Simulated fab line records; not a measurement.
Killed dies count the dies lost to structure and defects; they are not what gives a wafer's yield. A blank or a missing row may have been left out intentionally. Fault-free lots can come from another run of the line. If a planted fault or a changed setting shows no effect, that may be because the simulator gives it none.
A single fault, viewed from 2 desks -- flow sky130 -- each desk holds nothing but its own numbers, with what lay behind them at the end

METROLOGY DESK
Lot by lot, what the gauges showed, no matter which tool ran the lot: averages of those sampled wafers that carry a number. A lot is out of limits, marked OUT, if its mean lies more than 4 standard deviations from the usual mean; the brackets give that distance.
Columns: A = VIA4_HDPCVD_THK at SKY_VIA4_THK_MEAS_01, usual 1744 nm; B = METAL5_ALCU_RS at SKY_METAL5_RS_MEAS_05, usual 0.02693 ohm/sq; C = METAL5_ALCU_THK at SKY_METAL5_THK_MEAS_06, usual 1154 nm
lot,first seen here,A,B,C
L525,day 41 18:23,1764,0.02676,1171
L526,day 41 18:56,1757,0.02672,1162
L527,day 42 12:35,1764,0.02668,1161
L529,day 43 09:46,1751,0.02700,1151
L532,day 43 20:03,1754,0.02690,1152
L533,day 44 05:05,1717,0.02694,1164
L534,day 44 19:23,1763,0.02714,1135
L536,day 45 00:40,1742,0.02684,1164
L537,day 45 01:53,1748,0.02637,1182
L540,day 46 02:24,1742,0.02576 (-4.0) OUT,1209
L541,day 46 08:52,1722,0.02666,1160
L543,day 46 19:01,1759,0.02697,1150
L546,day 47 02:37,1737,0.02428 (-9.1) OUT,1298 (+9.6) OUT
L547,day 47 13:26,1733,0.02686,1164
This desk's finding: out of limits on L540, L546; first on L540, day 47 01:38 (METAL5_ALCU_RS at SKY_METAL5_RS_MEAS_05). L525, L526, L527, L529, L532, L533, L534, L536, L537, L541, L543, L547 stayed within limits.

THE TOOL OWNER'S DESK: pvd sputter-01
The tool's own readings at SKY_METAL5_SPUTTER_02 (material AlCu, target thk 1150 nm, time 61.2 s): means of the sampled wafers that have a number, for each lot that ran on this tool. A lot is out of limits, marked OUT, if its mean lies more than 4 standard deviations from the usual mean; the brackets give that distance.
Columns: A = throttle valve pct at SKY_METAL5_SPUTTER_02, usual 30.2 %
lot,first seen here,A
L526,day 42 19:17,30.8
L533,day 45 04:56,31.2
L537,day 46 00:42,30.9
L540,day 47 01:31,30.1
L546,day 48 00:23,30.8
This desk's finding: nothing out of limits on any of the 5 lots.

BROUGHT TOGETHER
An alarm was possible from the metrology desk at day 47 01:38, on L540, L546.
The desk of the tool owner found nothing out of limits.
Tool owner's desk: L540, L546 on record, inside its limits.
The lots listed all ran SKY_METAL5_SPUTTER_02 on pvd sputter-01.

WHAT HAD BEEN PUT IN BY THE SIMULATOR
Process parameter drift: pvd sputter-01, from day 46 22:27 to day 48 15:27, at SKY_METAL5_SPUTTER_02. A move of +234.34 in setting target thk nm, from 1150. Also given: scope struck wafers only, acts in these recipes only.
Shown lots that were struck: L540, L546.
Time in hours between the start of the fault and the first out-of-limits reading at each desk: metrology desk, 3.
